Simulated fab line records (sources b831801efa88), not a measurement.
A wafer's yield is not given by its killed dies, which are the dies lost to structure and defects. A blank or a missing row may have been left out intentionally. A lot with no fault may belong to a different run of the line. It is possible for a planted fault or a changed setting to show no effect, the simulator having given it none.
Problem report in the 8D (eight disciplines) form, filled by code / flow gf180mcu / the parts of the form that need people (team, actions taken, sign-off) are left out

1. PROBLEM STATEMENT
Mean of beam_energy_keV at GF_HV_LDD_IMPLANT_21: 23.323 across 6 wafers in 2 lots; on wafers with no fault it is 25.002 (standard deviation 0.0094). That is -99 or more standard deviations from the usual mean.
First seen on wafer L807.2, day 13 10:31, on implanter-02. At this step, 18 wafers from 6 lots have a number in the record. By rule, "out" or "out of limits" means more than 4 standard deviations away from the usual mean. The rest of the wafers with a number are treated as sound.

2. WHAT IT IS, AND WHAT IT ISN'T
question=which readings at this step | is=beam_energy_keV | is not=-
question=which lots | is=L806, L807 | is not=L810, L811, L817, L820
question=which wafers of those lots | is=all that have a number | is not=-
question=read on which tools | is=implanter-02 | is not=implanter-03
question=when | is=from day 13 10:31 | is not=up to then (0 sound wafers); but 12 sound wafers of L810, L811, L817, L820 came after

3. THE SUSPECTS, EACH WITH WHAT RULES IT OUT
Counting: any tool at a process step up to the reading is kept as a suspect provided that every lot that is out went through it and no sound lot did after the first of them.
- implanter-02 at GF_HV_LDD_IMPLANT_21: ruled out as a lasting fault. After its first lot that is out, L807 (day 13 10:31), sound lots L820 ran on it.
Left after counting: nothing in the record.

4. THE CAUSE (what the simulator had put in)
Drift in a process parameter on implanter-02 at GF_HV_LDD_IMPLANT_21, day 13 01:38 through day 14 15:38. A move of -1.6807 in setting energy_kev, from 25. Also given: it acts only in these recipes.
Counting ruled it out, wrongly.

5. THE CHAIN OF EFFECTS, in route order
Each row: a reading whose mean over the struck wafers that have a number lies more than 3 standard deviations from the usual. Scope: only readings with a usual standard deviation given in the record; hours: median across lots of the time from each lot's start at the first step in this table that gives one to its start at this step; sigmas: change in usual standard deviations.
hours=0; step=GF_HV_LDD_IMPLANT_21; reading=beam_energy_keV; usual=25.002; on struck wafers=23.323; change=-1.679; sigmas=-99 or more
It contains these process steps:
- GF_HV_LDD_IMPLANT_21

6. HOW IT WOULD HAVE BEEN CAUGHT EARLIER
The fault began at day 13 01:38; the first out-of-limits reading in this record came at day 13 10:31, 9 hours later.
